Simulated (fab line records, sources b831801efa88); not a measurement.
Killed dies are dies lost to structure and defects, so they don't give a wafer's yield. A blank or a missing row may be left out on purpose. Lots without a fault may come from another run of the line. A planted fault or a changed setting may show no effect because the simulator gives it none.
Which tool did it? | flow sky130 | 24 lots, 72 wafers sampled, at 6 steps of a route of 708

WHAT THE GAUGES READ, wafer by wafer
SKY_FIELD_ISO_THK_MEAS_04.
lot  | measured    | on            | FIELD_ISO_CVD_03_THK (nm)
L074 | day 1 14:14 | film_metro-02 | 163.1 164.5 163.8
L075 | day 1 18:44 | film_metro-02 | 167.1 163.9 165.8
L076 | day 2 01:54 | film_metro-01 | 164.9 167.0 166.1
L077 | day 2 06:39 | film_metro-01 | 165.6 165.4 163.8
L079 | day 2 14:50 | film_metro-01 | 164.2 163.0 164.9
L078 | day 2 14:51 | film_metro-02 | 163.5 163.6 164.3
L080 | day 3 03:02 | film_metro-02 | 166.1 167.3 166.6
L081 | day 3 03:02 | film_metro-01 | 166.7 166.3 165.7
L082 | day 3 09:16 | film_metro-01 | 161.6 160.6 162.5
L083 | day 3 11:03 | film_metro-02 | 165.9 164.3 164.7
L084 | day 3 16:28 | film_metro-01 | 163.4 164.7 164.3
L085 | day 3 20:29 | film_metro-04 | 165.4 163.2 164.2
L086 | day 4 02:04 | film_metro-02 | 164.2 163.0 164.1
L087 | day 4 07:07 | film_metro-04 | 162.3 164.0 164.2
L088 | day 4 13:01 | film_metro-01 | 164.9 167.2 167.1
L089 | day 4 17:05 | film_metro-01 | 164.1 163.1 163.0
L090 | day 5 01:31 | film_metro-04 | 166.9 165.9 167.4
L091 | day 5 04:35 | film_metro-01 | 164.2 164.5 164.1
L092 | day 5 09:08 | film_metro-02 | 165.3 165.1 164.2
L093 | day 5 14:32 | film_metro-02 | 166.0 167.1 166.2
L094 | day 5 18:43 | film_metro-01 | 165.2 164.7 165.7
L095 | day 5 22:55 | film_metro-02 | 166.1 166.7 166.6
L096 | day 6 04:06 | film_metro-04 | 163.0 163.3 163.3
L097 | day 6 09:56 | film_metro-02 | 164.7 163.1 162.7

SKY_SD_N_CD_MEAS_07: target cd 380 nm.
lot  | measured     | on        | cd_nm (nm)
L074 | day 29 04:46 | cd_sem-01 | 377.9 380.1 380.7
L075 | day 29 09:04 | cd_sem-01 | 381.1 381.4 380.8
L076 | day 29 07:58 | cd_sem-02 | 382.9 384.4 382.3
L077 | day 29 09:02 | cd_sem-02 | 380.8 381.6 381.3
L079 | day 29 11:29 | cd_sem-01 | 379.9 379.1 380.5
L078 | day 29 10:40 | cd_sem-02 | 379.3 380.4 378.8
L080 | day 30 10:11 | cd_sem-02 | 379.9 380.2 381.1
L081 | day 30 10:17 | cd_sem-01 | 379.8 380.0 378.3
L082 | day 30 16:47 | cd_sem-02 | 381.2 377.9 378.7
L083 | day 30 21:44 | cd_sem-02 | 376.6 378.6 381.1
L084 | day 31 11:01 | cd_sem-01 | 379.3 382.7 381.4
L085 | day 31 08:28 | cd_sem-01 | 377.9 379.6 378.7
L086 | day 32 00:00 | cd_sem-02 | 379.0 376.7 379.4
L087 | day 32 01:33 | cd_sem-02 | 378.7 378.9 377.4
L088 | day 32 08:42 | cd_sem-01 | 379.3 377.6 379.4
L089 | day 32 15:38 | cd_sem-01 | 376.2 374.7 378.1
L090 | day 33 09:59 | cd_sem-01 | 381.3 378.4 379.5
L091 | day 33 13:26 | cd_sem-01 | 381.5 380.3 380.1
L092 | day 34 04:57 | cd_sem-02 | 380.5 382.9 380.5
L093 | day 34 05:15 | cd_sem-02 | 381.0 381.7 382.2
L094 | day 34 15:35 | cd_sem-02 | 386.1 385.4 383.0
L095 | day 34 18:35 | cd_sem-01 | 380.8 382.8 383.9
L096 | day 34 22:27 | cd_sem-02 | 380.6 380.7 383.5
L097 | day 35 08:35 | cd_sem-02 | 384.3 384.0 382.3

SKY_VIA2_OVL_MEAS_13.
lot  | measured     | on         | VIA2_OVL (nm)
L074 | day 37 09:41 | overlay-01 | 4 3 6
L075 | day 37 15:55 | overlay-01 | -1 -3 -8
L076 | day 37 15:37 | overlay-01 | -2 2 4
L077 | day 37 16:07 | overlay-02 | 3 -2 7
L079 | day 37 18:52 | overlay-01 | 9 9 8
L078 | day 37 18:04 | overlay-01 | 6 2 -2
L080 | day 38 12:49 | overlay-02 | 12 3 3
L081 | day 38 14:55 | overlay-01 | -4 -4 1
L082 | day 38 21:28 | overlay-02 | 2 -1 6
L083 | day 38 22:28 | overlay-02 | 4 11 4
L084 | day 39 09:25 | overlay-01 | 0 0 3
L085 | day 39 09:04 | overlay-01 | 6 7 2
L086 | day 40 00:07 | overlay-01 | -2 4 0
L087 | day 40 01:34 | overlay-02 | 8 6 8
L088 | day 40 06:58 | overlay-01 | 5 11 2
L089 | day 40 13:47 | overlay-01 | 7 3 4
L090 | day 41 05:43 | overlay-02 | 5 -1 7
L091 | day 41 10:07 | overlay-01 | 20 4 6
L092 | day 42 01:58 | overlay-02 | -1 -1 2
L093 | day 42 03:46 | overlay-01 | 6 4 5
L094 | day 42 07:52 | overlay-01 | 8 7 4
L095 | day 42 11:37 | overlay-01 | 1 -5 10
L096 | day 42 14:19 | overlay-01 | 4 4 9
L097 | day 43 00:56 | overlay-01 | 9 11 -2

WHICH TOOL RAN EACH LOT (tool, then ch and the chambers of the sampled wafers, then the start)
lot  | SKY_DNWELL_STRIP_08                 | SKY_LI_CONTACT_ETCH_15             | SKY_LI_CONTACT_CVD_21
L074 | plasma_asher-04 ch 0,1, day 3 13:48 | rie_diel-04 ch 0,3, day 30 10:20   | cvd_w-01 ch 0,1, day 30 10:52
L075 | plasma_asher-04 ch 0,1, day 4 00:45 | rie_diel-03 ch 1,3, day 30 14:02   | cvd_w-01 ch 0,1, day 30 14:48
L076 | plasma_asher-04 ch 0,1, day 4 00:06 | rie_diel-04 ch 1,2,3, day 30 13:23 | cvd_w-02 ch 1, day 30 13:56
L077 | plasma_asher-01 ch 0,1, day 3 23:48 | rie_diel-02 ch 1,2, day 30 14:41   | cvd_w-02 ch 0,1, day 30 15:14
L079 | plasma_asher-03 ch 0,1, day 4 05:57 | rie_diel-02 ch 2,3, day 30 17:20   | cvd_w-02 ch 0,1, day 30 17:53
L078 | plasma_asher-04 ch 0,1, day 4 06:06 | rie_diel-03 ch 1,2,3, day 30 16:50 | cvd_w-01 ch 0,1, day 30 17:22
L080 | plasma_asher-04 ch 0,1, day 4 17:57 | rie_diel-02 ch 0,2,3, day 31 14:59 | cvd_w-01 ch 0, day 31 15:31
L081 | plasma_asher-04 ch 0,1, day 4 19:03 | rie_diel-04 ch 0,1,2, day 31 15:05 | cvd_w-02 ch 0,1, day 31 15:39
L082 | plasma_asher-04 ch 0,1, day 5 02:39 | rie_diel-04 ch 0,1,3, day 31 22:38 | cvd_w-02 ch 0,1, day 31 23:10
L083 | plasma_asher-03 ch 1, day 5 07:57   | rie_diel-04 ch 1,2, day 32 02:18   | cvd_w-02 ch 0,1, day 32 02:50
L084 | plasma_asher-01 ch 1, day 5 15:06   | rie_diel-04 ch 2,3, day 32 15:29   | cvd_w-02 ch 0,1, day 32 16:01
L085 | plasma_asher-01 ch 0,1, day 5 14:48 | rie_diel-03 ch 1,2,3, day 32 13:44 | cvd_w-02 ch 0,1, day 32 14:16
L086 | plasma_asher-03 ch 0,1, day 6 02:09 | rie_diel-03 ch 0,2, day 33 05:11   | cvd_w-01 ch 0,1, day 33 05:44
L087 | plasma_asher-03 ch 0,1, day 6 02:24 | rie_diel-04 ch 0,2, day 33 06:00   | cvd_w-02 ch 0,1, day 33 06:31
L088 | plasma_asher-04 ch 0,1, day 6 08:06 | rie_diel-03 ch 0,2,3, day 33 12:24 | cvd_w-02 ch 0,1, day 33 12:55
L089 | plasma_asher-01 ch 0,1, day 6 11:56 | rie_diel-02 ch 1,2, day 33 20:42   | cvd_w-01 ch 0,1, day 33 21:16
L090 | plasma_asher-04 ch 0,1, day 7 00:24 | rie_diel-03 ch 0,1,3, day 34 14:17 | cvd_w-02 ch 0,1, day 34 14:49
L091 | plasma_asher-01 ch 0,1, day 7 01:41 | rie_diel-03 ch 0,1,3, day 34 17:36 | cvd_w-01 ch 0,1, day 34 18:08
L092 | plasma_asher-01 ch 0,1, day 7 09:15 | rie_diel-04 ch 1,2,3, day 35 09:44 | cvd_w-01 ch 0,1, day 35 10:16
L093 | plasma_asher-01 ch 0,1, day 7 12:47 | rie_diel-02 ch 0,1,2, day 35 09:53 | cvd_w-02 ch 0,1, day 35 10:25
L094 | plasma_asher-01 ch 0,1, day 7 16:15 | rie_diel-03 ch 0,1,2, day 35 19:15 | cvd_w-02 ch 0,1, day 35 19:46
L095 | plasma_asher-03 ch 0,1, day 7 22:26 | rie_diel-02 ch 0,2, day 35 22:14   | cvd_w-01 ch 0,1, day 35 22:46
L096 | plasma_asher-04 ch 0,1, day 8 05:27 | rie_diel-02 ch 0,1,2, day 36 01:30 | cvd_w-02 ch 0,1, day 36 02:02
L097 | plasma_asher-01 ch 0,1, day 8 09:17 | rie_diel-02 ch 0,3, day 36 13:29   | cvd_w-01 ch 0,1, day 36 14:03
- SKY_DNWELL_STRIP_08: strips in O2/N2.
- SKY_LI_CONTACT_ETCH_15: etches PSG in C4F8/O2/Ar, stops on Si, target depth 600 nm.
- SKY_LI_CONTACT_CVD_21: deposits W, target thk 400 nm, time 120.56 s.

WHAT THE TOOLS THEMSELVES READ (means of the sampled wafers that have a number; where no wafer has one, the mark that the record gives instead)
SKY_DNWELL_STRIP_08.
lot  | tool            | drypump_motor_current_A (A) | n2_flow_sccm (sccm) | o2_flow_sccm (sccm) | oes_product_au (a.u.) | strip_time_to_endpoint_s (s)
L074 | plasma_asher-04 | 6.0                         | 301.3               | 2999                | 0.719                 | 36.93
L075 | plasma_asher-04 | 6.0                         | 299.9               | 3008                | 0.724                 | 36.86
L076 | plasma_asher-04 | 6.0                         | 300.1               | 3011                | 0.724                 | 37.07
L077 | plasma_asher-01 | 5.8                         | 300.8               | 3007                | 0.716                 | 36.92
L079 | plasma_asher-03 | 5.5                         | 300.3               | 3007                | 0.721                 | 36.88
L078 | plasma_asher-04 | 6.3                         | 299.7               | 3005                | 0.723                 | 36.89
L080 | plasma_asher-04 | 6.3                         | 299.0               | 3002                | 0.720                 | 36.95
L081 | plasma_asher-04 | 6.3                         | 298.7               | 2997                | 0.722                 | 37.02
L082 | plasma_asher-04 | 6.3                         | 300.6               | 2993                | 0.725                 | 37.08
L083 | plasma_asher-03 | 5.3                         | 299.1               | 3011                | 0.718                 | 36.89
L084 | plasma_asher-01 | 5.5                         | 299.1               | 3002                | 0.718                 | 36.79
L085 | plasma_asher-01 | 5.8                         | 301.0               | 3005                | 0.723                 | 36.76
L086 | plasma_asher-03 | 5.6                         | 301.1               | 2995                | 0.723                 | 36.87
L087 | plasma_asher-03 | 5.5                         | 300.4               | 2998                | 0.723                 | 36.73
L088 | plasma_asher-04 | 6.0                         | 299.1               | 3010                | 0.727                 | 36.88
L089 | plasma_asher-01 | 5.8                         | 299.5               | 2995                | 0.725                 | 36.72
L090 | plasma_asher-04 | 6.3                         | 300.6               | 3003                | 0.721                 | 36.83
L091 | plasma_asher-01 | 5.9                         | 299.5               | 3002                | 0.720                 | 36.83
L092 | plasma_asher-01 | 5.8                         | 300.0               | 2990                | 0.720                 | 36.92
L093 | plasma_asher-01 | 5.9                         | 300.2               | 2999                | 0.725                 | 37.08
L094 | plasma_asher-01 | 5.9                         | 299.4               | 2990                | 0.723                 | 37.02
L095 | plasma_asher-03 | 5.5                         | 299.7               | 2999                | 0.726                 | 37.06
L096 | plasma_asher-04 | 6.0                         | 299.6               | 3004                | 0.721                 | 36.98
L097 | plasma_asher-01 | 5.8                         | 300.4               | 2995                | 0.719                 | 36.76

SKY_LI_CONTACT_ETCH_15.
lot  | tool        | oes_product_au (a.u.)
L074 | rie_diel-04 | 0.836
L075 | rie_diel-03 | 0.835
L076 | rie_diel-04 | 0.838
L077 | rie_diel-02 | 0.842
L079 | rie_diel-02 | 0.838
L078 | rie_diel-03 | 0.836
L080 | rie_diel-02 | 0.840
L081 | rie_diel-04 | 0.838
L082 | rie_diel-04 | 0.837
L083 | rie_diel-04 | 0.840
L084 | rie_diel-04 | 0.836
L085 | rie_diel-03 | 0.835
L086 | rie_diel-03 | 0.839
L087 | rie_diel-04 | 0.838
L088 | rie_diel-03 | 0.842
L089 | rie_diel-02 | 0.837
L090 | rie_diel-03 | 0.840
L091 | rie_diel-03 | 0.839
L092 | rie_diel-04 | 0.837
L093 | rie_diel-02 | 0.836
L094 | rie_diel-03 | 0.837
L095 | rie_diel-02 | 0.836
L096 | rie_diel-02 | 0.835
L097 | rie_diel-02 | 0.836

SKY_LI_CONTACT_CVD_21.
lot  | tool     | heater_power_w (W)
L074 | cvd_w-01 | 875
L075 | cvd_w-01 | 871
L076 | cvd_w-02 | 831
L077 | cvd_w-02 | 885
L079 | cvd_w-02 | 861
L078 | cvd_w-01 | 867
L080 | cvd_w-01 | 863
L081 | cvd_w-02 | 846
L082 | cvd_w-02 | 846
L083 | cvd_w-02 | 881
L084 | cvd_w-02 | 851
L085 | cvd_w-02 | 856
L086 | cvd_w-01 | 875
L087 | cvd_w-02 | 859
L088 | cvd_w-02 | 859
L089 | cvd_w-01 | 887
L090 | cvd_w-02 | 864
L091 | cvd_w-01 | 884
L092 | cvd_w-01 | 885
L093 | cvd_w-02 | 869
L094 | cvd_w-02 | 853
L095 | cvd_w-01 | 890
L096 | cvd_w-02 | 863
L097 | cvd_w-01 | 884

THE ANSWER, worked out from the rows above alone
Rule: what is usual is taken from the lots themselves. Put in order of their means at a reading, lots are off if they are a third of the lots or fewer, leave a main group of 4 or more, and stand apart from it by a gap of 3 or more times the standard deviation of the main group's means; of several such gaps the widest counts. A main group whose means are all the same, to the digits that the tables above print for the reading, isn't used. A lot without any number at a reading at which 4 lots or more have one is off too. The other lots that the step has rows for count as sound. The gauges are gone through in route order, then the tools' own readings, and for those a lot's mean is taken as printed above. The first step at which some lot is off is used, and at that step the reading that is off furthest; a lot without a number counts as furthest.
No lot is off at any reading shown: from this, nothing can be told.

WHAT THE SIMULATOR HAD PUT IN
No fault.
